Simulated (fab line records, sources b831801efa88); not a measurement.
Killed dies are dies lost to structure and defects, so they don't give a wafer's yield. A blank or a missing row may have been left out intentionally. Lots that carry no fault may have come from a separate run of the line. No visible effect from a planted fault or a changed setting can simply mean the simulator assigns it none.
Which tool did it? | flow sky130 | Sampling: 12 lots, 36 wafers, 2 of 708 route steps

== WHAT EACH GAUGE READ, for each wafer ==
SKY_CAPM_RS_MEAS_03: uses a four-point probe to measure.
lot  | measured     | on           | CAPM_TIN_RS (ohm/sq)
L075 | day 36 21:31 | filmMetro-02 | 6.95 6.91 6.89
L077 | day 38 01:19 | filmMetro-02 | 6.87 6.87 6.91
L078 | day 38 10:59 | filmMetro-02 | 6.91 6.97 6.93
L081 | day 39 13:46 | filmMetro-04 | 6.95 6.89 6.94
L082 | day 39 23:44 | filmMetro-02 | 7.08 6.94 7.00
L085 | day 40 14:16 | filmMetro-01 | 7.03 7.11 7.05
L088 | day 41 12:29 | filmMetro-04 | 7.00 6.95 6.98
L090 | day 41 15:17 | filmMetro-04 | 7.00 6.98 7.05
L091 | day 41 20:47 | filmMetro-02 | 7.03 6.98 6.98
L093 | day 42 13:05 | filmMetro-02 | 6.84 6.94 6.86
L095 | day 42 19:23 | filmMetro-01 | 7.01 6.98 7.03
L097 | day 43 07:32 | filmMetro-01 | 7.03 7.03 6.99

== EACH LOT AND THE TOOL THAT RAN IT (in order: tool; ch and the chambers of the sampled wafers; start) ==
lot  | SKY_METAL2_SPUTTER_04
L075 | pvdSputter-04, day 34 12:13
L077 | pvdSputter-03, day 35 17:58
L078 | pvdSputter-01, day 36 03:08
L081 | pvdSputter-04, day 37 07:56
L082 | pvdSputter-03, day 37 16:53
L085 | pvdSputter-04, day 38 09:39
L088 | pvdSputter-03, day 39 07:55
L090 | pvdSputter-01, day 39 11:20
L091 | pvdSputter-04, day 39 17:07
L093 | pvdSputter-03, day 40 09:06
L095 | pvdSputter-04, day 40 16:18
L097 | pvdSputter-04, day 41 04:52
- SKY_METAL2_SPUTTER_04: material TiN, target thk 70 nm, time 58.3 s.

== THE ANSWER, worked out from the rows above alone ==
Rule: the lots themselves supply what counts as usual. Put in order of their means at a reading, lots are off if they are a third of the lots or fewer, leave a main group of 4 or more, and stand apart from it by a gap of 3 or more times the standard deviation of the main group's means; of several such gaps the widest counts. The tables above print the reading to a certain number of digits; a main group whose means all agree to those digits is not used. Also off: a lot with no number at a reading for which 4 or more lots have one. Where the step has rows for the other lots, those lots are counted as sound.
Across all readings shown, no lot is off: no conclusion can be drawn from this.

== WHAT THE SIMULATOR HAD PUT IN ==
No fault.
